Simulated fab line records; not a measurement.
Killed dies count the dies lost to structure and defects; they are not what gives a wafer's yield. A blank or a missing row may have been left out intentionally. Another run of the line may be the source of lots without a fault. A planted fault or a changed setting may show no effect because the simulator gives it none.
8D (eight disciplines) problem report, filled in by code :: flow sky130 :: the parts of the form that need people (team, actions taken, sign-off) are left out

1. WHAT IS WRONG
At SKY_LDD_N_IMPLANT_11, beam energy keV averages 18.091 over 6 wafers from 2 lots, while fault-free wafers read 20.001, standard deviation 0.0058. That is -99 or more standard deviations from the usual mean.
Seen first at day 20 17:30 on implanter-01, wafer L232.3. At this step, 18 wafers from 6 lots have a number in the record. Rule for "out" (also "out of limits"): further than 4 standard deviations from the usual mean. The other wafers with a number count as sound.

2. WHAT IT IS AND WHAT IT IS NOT
question: which readings at this step
is: beam energy keV
is not: -

question: which lots
is: L232, L233
is not: L225, L236, L244, L245

question: which wafers of those lots
is: all that have a number
is not: -

question: read on which tools
is: implanter-01
is not: implanter-02, implanter-03

question: when
is: from day 20 17:30
is not: up to then (3 sound wafers); but 9 sound wafers of L236, L244, L245 came after

3. THE SUSPECTS, EACH WITH WHAT RULES IT OUT
Counting: a tool stays on the suspect list if, at a process step up to the reading, it processed all lots that are out and no sound lot following the first of them.
- implanter-01 at SKY_LDD_N_IMPLANT_11: kept. It processed each lot that is out, first L232 at day 20 17:30, and no sound lot thereafter; up to then, the last sound lot it processed was L225 at day 18 08:24. Out on those wafers are its own readings of beam energy keV.
After counting, what remains is implanter-01 at SKY_LDD_N_IMPLANT_11.

4. THE CAUSE (what the simulator had put in)
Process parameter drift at SKY_LDD_N_IMPLANT_11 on implanter-01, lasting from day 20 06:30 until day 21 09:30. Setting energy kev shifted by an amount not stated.
After counting, this tool was the only one left.

5. THE EFFECT CHAIN, in route order
Each row: a reading whose mean over the struck wafers that have a number lies more than 3 standard deviations from the usual. Only readings for which the record gives a usual standard deviation are gone through. hours: the time from each lot's start at the first step in this table that gives one to its start at this step, as a median over the lots. sigmas: the change in usual standard deviations.
hours: 0
step: SKY_LDD_N_IMPLANT_11
reading: beam energy keV
usual: 20.001
on struck wafers: 18.091
change: -1.910
sigmas: -99 or more
Here are the process steps it includes:
- SKY_LDD_N_IMPLANT_11

6. HOW IT WOULD HAVE BEEN CAUGHT EARLIER
In this record no reading fell out of limits until day 20 17:30, 11 hours after the fault had begun at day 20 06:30.
